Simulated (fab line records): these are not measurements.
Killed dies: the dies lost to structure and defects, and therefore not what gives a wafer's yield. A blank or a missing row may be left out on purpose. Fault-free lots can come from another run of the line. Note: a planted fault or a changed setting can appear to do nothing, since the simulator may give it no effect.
8D (eight disciplines) problem report, filled in by code | flow sky130 | the parts of the form that need people (team, actions taken, sign-off) are left out

1. THE PROBLEM
PASSIVATION_CVD_02_THK at SKY_PASSIVATION_THK_MEAS_03 reads a mean of 592 nm on 1 wafer of 1 lot; wafers without a fault read 541 nm with a standard deviation of 7.3. That puts it +7.0 standard deviations away from the usual mean.
The first sign was on wafer L339.4 at day 48 15:53, on film metro-01. The record holds 15 wafers of 5 lots with a number at this step. Rule for "out" (also "out of limits"): further than 4 standard deviations from the usual mean. The other wafers with a number count as sound.

2. WHAT IT IS, AND WHAT IT ISN'T
question                    | is                     | is not
which readings at this step | PASSIVATION_CVD_02_THK | -
which lots                  | L339                   | L324, L331, L342, L345
which wafers of those lots  | L339.4                 | L339.2, L339.6
read on which gauges        | film metro-01          | film metro-03, film metro-04
when                        | from day 48 15:53      | up to then (8 sound wafers); but 6 sound wafers of L342, L345 came after

3. WHAT RULES OUT EACH SUSPECT
Counting: if a tool at a process step up to the reading ran every lot that is out, it stays a suspect. Sound lots after the first of them don't rule it out here, since some wafers of a struck lot are sound.
- the gauge at SKY_PASSIVATION_THK_MEAS_03: kept. All the wafers that are out were read on film metro-01, and no step on other tools shows them out.
- rie metal-01 at SKY_METAL5_DESCUM_14 (chemistry O2, time 11 s): kept. The lot that is out, L339, ran on it at day 48 14:43; the last sound lot it ran before that was L331, at day 46 01:55.
- rie metal-01 at SKY_METAL5_METAL_ETCH_15 (etches the open film in Cl2/BCl3, stops on SiO2, target depth 1260 nm, time 252 s): kept. The lot that is out, L339, ran on it at day 48 14:44; the last sound lot it ran before that was L331, at day 46 01:56.
- pecvd-04 at SKY_PASSIVATION_CVD_00 (deposits SiO2, target thk 90 nm): kept. It ran the lot that is out, L339 (day 48 15:34).
- pecvd-01 at SKY_PASSIVATION_CVD_02 (deposits Si3N4, target thk 540 nm): kept. The lot that is out, L339, ran on it at day 48 15:40; the last sound lot it ran before that was L324, at day 43 22:44.
- Within rie metal-01 at SKY_METAL5_DESCUM_14: the wafers that are out ran in chamber 0; their sound lot-mates ran in chamber 1.
- Within rie metal-01 at SKY_METAL5_METAL_ETCH_15: the wafers that are out ran in chamber 0; their sound lot-mates ran in chamber 1.
- Within pecvd-04 at SKY_PASSIVATION_CVD_00: the wafers that are out ran in chamber 2; their sound lot-mates ran in chamber 1.
- Within pecvd-01 at SKY_PASSIVATION_CVD_02: the wafers that are out ran in chamber 0; their sound lot-mates ran in chambers 1, 2.
Left after counting: rie metal-01 at SKY_METAL5_DESCUM_14, rie metal-01 at SKY_METAL5_METAL_ETCH_15, pecvd-04 at SKY_PASSIVATION_CVD_00, pecvd-01 at SKY_PASSIVATION_CVD_02, film metro-01 at SKY_PASSIVATION_THK_MEAS_03.

4. THE CAUSE (what the simulator had put in)
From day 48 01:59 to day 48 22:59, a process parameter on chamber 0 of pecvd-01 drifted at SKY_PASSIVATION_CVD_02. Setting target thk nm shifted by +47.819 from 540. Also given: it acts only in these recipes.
Counting left 5 suspects, and this tool is among them.

5. THE EFFECT CHAIN, in route order
Rows list readings where the struck wafers' mean (over those with a number) sits beyond 3 standard deviations from the usual. Only readings whose record carries a usual standard deviation are examined. hours: median over the lots of the time between each lot's start at the first step of this table that gives one and its start at this step. sigmas: the change, counted in usual standard deviations.
hours | step                        | reading                | usual      | on struck wafers | change | sigmas
0     | SKY_PASSIVATION_THK_MEAS_03 | PASSIVATION_CVD_02_THK | 541 nm     | 592              | +51    | +7.0
19    | SKY_PASSIVATION_ETCH_11     | oes product au         | 0.978 a.u. | 1.006            | +0.028 | +3.9
Its process steps:
- SKY_PASSIVATION_ETCH_11: etches the open film in CF4/O2, stops on AlCu, target depth 725 nm, time 161.1 s.

6. HOW IT WOULD HAVE BEEN CAUGHT EARLIER
Counted from the fault's start at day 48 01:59, it took 14 hours until the first out-of-limits reading at a measuring or inspecting step in this record, taken at day 48 15:53.
No tool reading at SKY_PASSIVATION_CVD_02 that has a usual standard deviation in the record was out on any struck wafer, so an alarm limit of 4 standard deviations on those readings would not have fired.
By day 48 15:53 the whole set of lots that are out, 1 in number, had already begun SKY_PASSIVATION_CVD_02 on pecvd-01. A hold on the tool at that time would have spared none of them.
